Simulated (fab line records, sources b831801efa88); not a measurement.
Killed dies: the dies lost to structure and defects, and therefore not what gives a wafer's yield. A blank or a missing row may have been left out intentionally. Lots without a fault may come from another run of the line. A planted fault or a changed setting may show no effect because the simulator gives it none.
Chamber matching / flow sky130 / SKY_FIELD_ISO_ETCH_15 on rieDiel-04: 4 sister chambers
The step etches the open film in CHF3/O2, stops on Si, target depth 180 nm, time 72 s. 7 wafers are shown with their chamber, then 7 later ones without.

== WAFERS, EACH WITH ITS CHAMBER ==
wafer=L079.1; chamber=3; oesProductAu (a.u.)=0.947; throttleValvePct (%)=8.831
wafer=L079.4; chamber=0; oesProductAu (a.u.)=0.953; throttleValvePct (%)=8.842
wafer=L086.1; chamber=3; oesProductAu (a.u.)=0.948; throttleValvePct (%)=8.855
wafer=L087.3; chamber=2; oesProductAu (a.u.)=0.945; throttleValvePct (%)=8.855
wafer=L087.6; chamber=1; oesProductAu (a.u.)=0.945; throttleValvePct (%)=8.829
wafer=L088.2; chamber=1; oesProductAu (a.u.)=0.934; throttleValvePct (%)=8.856
wafer=L088.3; chamber=2; oesProductAu (a.u.)=0.935; throttleValvePct (%)=8.852

== WAFERS WITH NO CHAMBER GIVEN ==
wafer=L088.4; oesProductAu (a.u.)=0.943; throttleValvePct (%)=8.846
wafer=L092.2; oesProductAu (a.u.)=0.932; throttleValvePct (%)=8.858
wafer=L092.4; oesProductAu (a.u.)=0.934; throttleValvePct (%)=8.860
wafer=L092.5; oesProductAu (a.u.)=0.938; throttleValvePct (%)=8.851
wafer=L096.2; oesProductAu (a.u.)=0.944; throttleValvePct (%)=8.854
wafer=L096.3; oesProductAu (a.u.)=0.941; throttleValvePct (%)=8.856
wafer=L096.6; oesProductAu (a.u.)=0.938; throttleValvePct (%)=8.860

== EACH ONE'S CHAMBER ==
wafer=L088.4; from the rows above=can't be placed: 1 or 2 or 3 or 0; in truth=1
wafer=L092.2; from the rows above=can't be placed: 2 or 1 or 3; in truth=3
wafer=L092.4; from the rows above=can't be placed: 2 or 1 or 3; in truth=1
wafer=L092.5; from the rows above=can't be placed: 2 or 1 or 3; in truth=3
wafer=L096.2; from the rows above=can't be placed: 2 or 3 or 1 or 0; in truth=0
wafer=L096.3; from the rows above=can't be placed: 2 or 1 or 3 or 0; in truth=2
wafer=L096.6; from the rows above=can't be placed: 2 or 1 or 3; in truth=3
0 of 7 placed correctly. These rows do not allow placing 7 (true chamber among the candidates in 7). Placed wrongly: 0.
How it was worked out, from the rows above alone: a wafer's distance from a chamber is the root of the sum, over the readings, of the square of ((its reading less the chamber's mean) divided by the reading's scatter). The wafer belongs to the nearest chamber; if the next one is less than 2 further off, it can't be placed. A chamber's mean is the mean of its shown wafers. The scatter: the root of (the sum of the squares of (reading less its chamber's mean) over the shown wafers, divided by (wafers less chambers)).
